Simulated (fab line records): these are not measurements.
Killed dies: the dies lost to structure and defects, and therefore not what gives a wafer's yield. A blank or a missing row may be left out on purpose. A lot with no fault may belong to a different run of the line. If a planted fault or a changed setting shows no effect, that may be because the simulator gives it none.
Matching of chambers -- flow sky130 -- 4 sister chambers for SKY_CONTACT_ETCH_17 on rieDiel-02
The step etches SiO2 in C4F8/O2/Ar, stops on Si3N4, target depth 340 nm. 4 wafers are shown with their chamber, then 7 later ones without.

WAFERS, EACH WITH ITS CHAMBER
wafer,chamber,oesProductAu (a.u.)
L076.5,2,0.892
L078.2,0,0.896
L082.2,1,0.895
L082.4,3,0.887

WAFERS WHOSE CHAMBER IS MISSING
wafer,oesProductAu (a.u.)
L082.5,0.890
L083.1,0.896
L083.2,0.885
L083.5,0.900
L092.3,0.897
L092.4,0.892
L092.6,0.886

WHICH CHAMBER EACH WENT THROUGH
wafer,from the rows above,in truth
L082.5,can't be placed: 2 or 3 or 1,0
L083.1,can't be placed: 0 or 1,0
L083.2,3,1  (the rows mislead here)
L083.5,can't be placed: 0 or 1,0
L092.3,can't be placed: 0 or 1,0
L092.4,can't be placed: 2 or 1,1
L092.6,3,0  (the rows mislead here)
Placed correctly: 0 of 7. From these rows, 5 cannot be placed; in 4 the true chamber is one of the candidates. Number placed wrongly: 2.
How it was worked out, from the rows above alone: a wafer's distance from a chamber is the root of the sum, over the readings, of the square of ((its reading less the chamber's mean) divided by the reading's scatter). If the next closest chamber is less than 2 further off than the closest, the wafer can't be placed; otherwise it belongs to the closest. A chamber's mean is the mean of its shown wafers. The scatter: root of mean squared gap, hidden wafer to nearest shown wafer, with one shown wafer a chamber.
